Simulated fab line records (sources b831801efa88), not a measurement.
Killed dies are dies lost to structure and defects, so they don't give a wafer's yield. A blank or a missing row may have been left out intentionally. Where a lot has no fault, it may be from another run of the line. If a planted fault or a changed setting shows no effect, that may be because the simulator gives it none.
Problem report in the 8D (eight disciplines) form, filled by code | flow sky130 | the parts of the form that need people (team, actions taken, sign-off) are left out

## 1. THE PROBLEM
At SKY_PAD_OPEN_PROBE_99, killed at contacts averages 78 over 6 wafers from 2 lots, while fault-free wafers read 23, standard deviation 5.5. Relative to the usual mean, that is a shift of +9.9 standard deviations.
First observed at day 49 19:28: wafer L241.1, on prober-01. The record holds 6 wafers of 2 lots with a number at this step. Rule for "out" (also "out of limits"): further than 4 standard deviations from the usual mean. Any other wafer with a number is counted as sound.

## 2. WHAT IT IS; WHAT IT IS NOT
question                    | is                              | is not
which readings at this step | killed at contacts, killed dies | killed_at_M0_to_M3, killed_at_M4_up, killed at front end, killed at other, killed open
which lots                  | L241, L242                      | -
which wafers of those lots  | all that have a number          | -
read on which tools         | prober-01, prober-02            | -
when                        | from day 49 19:28               | up to then (0 sound wafers)

## 3. SUSPECTS, AND WHAT RULES EACH OUT
Counting: a tool at a process step up to the reading stays a suspect if it ran every lot that is out and no sound lot after the first of them.
- pvd sputter-01 at SKY_CONTACT_SPUTTER_23 (material TiN, target thk 20 nm, time 80 s): kept. It ran every lot that is out, first L241 (day 37 03:17), and no sound lot after that.
- rie metal-03 at SKY_METAL5_DESCUM_14 (chemistry O2, time 11 s): kept. It ran every lot that is out, first L241 (day 48 04:31), and no sound lot after that.
After counting, pvd sputter-01 at SKY_CONTACT_SPUTTER_23 and rie metal-03 at SKY_METAL5_DESCUM_14 remain.

## 4. THE CAUSE (what the simulator had put in)
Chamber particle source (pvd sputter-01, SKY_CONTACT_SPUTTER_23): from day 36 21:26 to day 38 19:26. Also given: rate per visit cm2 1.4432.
This tool is one of the 2 suspects left after counting.

## 5. THE EFFECT CHAIN, in route order
Each row: a reading whose mean over the struck wafers that have a number lies more than 3 standard deviations from the usual. Scope: only readings with a usual standard deviation given in the record; hours: median across lots of the time from each lot's start at the first step in this table that gives one to its start at this step; sigmas: change in usual standard deviations.
hours | step                  | reading            | usual | on struck wafers | change | sigmas
0     | SKY_PAD_OPEN_PROBE_99 | killed at contacts | 23    | 78               | +55    | +9.9
0     | SKY_PAD_OPEN_PROBE_99 | killed dies        | 85    | 134              | +49    | +5.3
The process steps in it:
- SKY_PAD_OPEN_PROBE_99

## 6. HOW IT WOULD HAVE BEEN CAUGHT EARLIER
First out-of-limits reading in this record: day 49 19:28, which is 310 hours after fault onset at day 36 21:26.
No tool reading at SKY_CONTACT_SPUTTER_23 that has a usual standard deviation in the record was out on any struck wafer, so an alarm limit of 4 standard deviations on those readings would not have fired.
By day 49 19:28, every lot that is out (2) had started SKY_CONTACT_SPUTTER_23 on pvd sputter-01. Tool hold at that time: it would have spared none of them.
